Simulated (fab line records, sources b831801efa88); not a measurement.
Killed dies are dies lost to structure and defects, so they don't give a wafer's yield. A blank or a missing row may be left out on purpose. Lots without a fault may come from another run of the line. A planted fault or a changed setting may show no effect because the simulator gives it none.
A struck lot beside a sound one | flow sky130 | 34 steps out of a route of 708
Sound: wafers L472.2, L472.3, L472.4. Struck: wafers L482.1, L482.3, L482.6. The cause comes at the end.
At each step with rows: each side's tool, then ch and its chambers, then its first start. Under that, the readings that differ: sound wafers | struck wafers | difference of the means | sigmas: that difference in standard deviations of wafers without a fault.
alike: readings whose means differ by less than 2 such deviations, and words and numbers that are the same on both sides. not compared: withheld readings, readings that some wafer has no value for, bounds like >300 that may hide the same value, and numbers for which the record gives no deviation and whose values overlap.
The two part at a step that has a row with sigmas, a row that says differs or no value, or rows on one side only. Numbers that don't overlap but have no deviation are shown without sigmas and don't part them. A reading that every wafer of one side lacks parts them only if that side has two wafers or more.

first, 5 steps without rows for these wafers: SKY_METAL5_SOFTBAKE_10 (time 60 s); SKY_METAL5_EXPOSE_11 (exposes mask MM5, target cd 1600 nm); SKY_METAL5_PEB_12; SKY_METAL5_DEVELOP_13 (develop time 60 s); SKY_METAL5_DESCUM_14 (chemistry O2, time 11 s).
SKY_METAL5_METAL_ETCH_15: etches the open film in Cl2/BCl3, stops on SiO2, target depth 1260 nm, time 252 s.
  sound on rie_metal-01 ch 0,1, day 44 09:22; struck on rie_metal-04 ch 0,1, day 47 03:54
  alike: drypump_motor_current_A, oes_product_au, throttle_valve_pct
  not compared: rf_hours_counter_h
SKY_METAL5_STRIP_16: strips in O2/N2.
  sound on plasma_asher-02 ch 0,1, day 44 09:35; struck on plasma_asher-02 ch 0,1, day 47 04:08
  alike: drypump_motor_current_A, oes_product_au, strip_time_to_endpoint_s
  not compared: rf_hours_counter_h
then, 3 steps without rows for these wafers: SKY_METAL5_STRIP_17 (strips in post etch residue remover, time 1200 s); SKY_METAL5_CLEAN_18 (cleans in IPA, time 180 s); SKY_METAL5_CLEAN_19 (cleans in O3/DIW).
SKY_PASSIVATION_CVD_00: deposits SiO2, target thk 90 nm.
  sound on pecvd-04 ch 1,2, day 44 10:14; struck on pecvd-04 ch 1, day 47 04:43
  alike: heater_power_w, rf_fwd_power_W
SKY_PASSIVATION_THK_MEAS_01:
  sound on film_metro-03, day 44 10:16; struck on film_metro-04, day 47 04:46
  alike: PASSIVATION_CVD_00_THK
SKY_PASSIVATION_CVD_02: deposits Si3N4, target thk 540 nm.
  sound on pecvd-01 ch 0,2, day 44 10:19; struck on pecvd-02 ch 0,1,2, day 47 04:49
  reading                                       | sound             | struck            | difference | sigmas
  heater_power_w (W)                            | 626 708 714       | 953 742 846       | +164       | +2
  rf_fwd_power_W (W)                            | 448.2 448.9 449.2 | 269.5 269.0 270.6 | -179.1     | -99 or more
  model.Si3N4_of_PASSIVATION_CVD_02.thk_nm (nm) | 538 528.9 547.6   | 462.5 452.6 465.8 | -77.9      |
SKY_PASSIVATION_THK_MEAS_03:
  sound on film_metro-03, day 44 10:37; struck on film_metro-04, day 47 05:16
  reading                     | sound       | struck      | difference | sigmas
  PASSIVATION_CVD_02_THK (nm) | 538 529 548 | 463 453 466 | -78        | -13
  not compared: hold
then, 6 steps without rows for these wafers: SKY_PASSIVATION_HMDS_05 (prime time 60 s); SKY_PASSIVATION_COAT_06 (resist thk 3000 nm); SKY_PASSIVATION_SOFTBAKE_07; SKY_PASSIVATION_EXPOSE_08 (exposes mask NSM, target cd 3000 nm); SKY_PASSIVATION_PEB_09; SKY_PASSIVATION_DEVELOP_10 (develop time 60 s).
SKY_PASSIVATION_ETCH_11: etches the open film in CF4/O2, stops on AlCu, target depth 725 nm, time 161.1 s.
  sound on rie_diel-03 ch 0,1,3, day 45 08:38; struck on rie_diel-02 ch 0,2,3, day 48 00:56
  reading                                 | sound             | struck            | difference | sigmas
  oes_product_au (a.u.)                   | 0.978 0.964 0.983 | 0.913 0.904 0.913 | -0.065     | -9
  model.PASSIVATION.feature_depth_nm (nm) | 702 691.9 712.3   | 626.8 617.8 631.6 | -76.7      |
  model.etch.depth_nm (nm)                | 702 691.9 712.3   | 626.8 617.8 631.6 | -76.7      |
  alike: drypump_motor_current_A, throttle_valve_pct
  not compared: rf_hours_counter_h
SKY_PASSIVATION_STRIP_12: strips in O2/N2.
  sound on plasma_asher-04 ch 0,1, day 45 08:44; struck on plasma_asher-04 ch 0,1, day 48 01:02
  alike: drypump_motor_current_A, oes_product_au, strip_time_to_endpoint_s
  not compared: rf_hours_counter_h
then, 7 steps without rows for these wafers: SKY_PAD_OPEN_DEHYDRATE_00 (time 60 s); SKY_PAD_OPEN_HMDS_01 (prime time 60 s); SKY_PAD_OPEN_COAT_02 (resist thk 3000 nm); SKY_PAD_OPEN_SOFTBAKE_03; SKY_PAD_OPEN_EXPOSE_04 (exposes mask PDM, target cd 60000 nm); SKY_PAD_OPEN_PEB_05; SKY_PAD_OPEN_DEVELOP_06 (develop time 60 s).
SKY_PAD_OPEN_ETCH_07: etches the open film in CF4/O2, stops on AlCu, target depth 725 nm, time 161.1 s.
  sound on rie_diel-02 ch 1,2,3, day 46 05:12; struck on rie_diel-02 ch 0,3, day 48 19:25
  reading                              | sound             | struck            | difference | sigmas
  oes_product_au (a.u.)                | 0.982 0.966 0.979 | 0.912 0.906 0.914 | -0.065     | -10
  throttle_valve_pct (%)               | 5.960 5.959 5.958 | 5.939 5.936 5.941 | -0.020     | -2
  model.PAD_OPEN.feature_depth_nm (nm) | 702 691.9 712.3   | 626.8 617.8 631.6 | -76.7      |
  model.etch.depth_nm (nm)             | 702 691.9 712.3   | 626.8 617.8 631.6 | -76.7      |
  alike: drypump_motor_current_A
  not compared: rf_hours_counter_h
SKY_PAD_OPEN_STRIP_08: strips in O2/N2.
  sound on plasma_asher-02 ch 0,1, day 46 05:19; struck on plasma_asher-03 ch 0,1, day 48 19:31
  alike: drypump_motor_current_A, oes_product_au, strip_time_to_endpoint_s
  not compared: rf_hours_counter_h
SKY_PAD_OPEN_STRIP_09: strips in post etch residue remover, time 1200 s.
  sound on wet_bench-01 ch 1, day 46 05:25; struck on wet_bench-02 ch 1, day 48 19:37
  reading                                       | sound             | struck            | difference | sigmas
  model.Si3N4_of_PASSIVATION_CVD_02.thk_nm (nm) | 537.6 528.5 547.2 | 462.1 452.3 465.4 | -77.8      |
then, 1 step without rows for these wafers: SKY_PAD_OPEN_CLEAN_10 (cleans in IPA, time 180 s).
SKY_PAD_OPEN_PROBE_99:
  sound on prober-01, day 46 07:37; struck on prober-01, day 48 22:38
  alike: defect_limited_yield, killed_at_M0_to_M3, killed_at_M4_up, killed_at_contacts, killed_at_front_end, killed_at_other, killed_dies, killed_open, killed_short, sort_bin_3_pad_short, sort_bin_5_function, sort_bin_6_memory, sort_n_pass, sort_yield_pct

WHERE THEY PART
First at SKY_PASSIVATION_CVD_02; last, within this record, at SKY_PAD_OPEN_ETCH_07. Later steps at which nothing parts them and some readings are alike: SKY_PAD_OPEN_STRIP_08, SKY_PAD_OPEN_PROBE_99.

WHY: what the simulator had put in
Process parameter drift: pecvd-02, from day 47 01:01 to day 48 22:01, at SKY_PASSIVATION_CVD_02. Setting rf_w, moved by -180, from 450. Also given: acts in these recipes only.
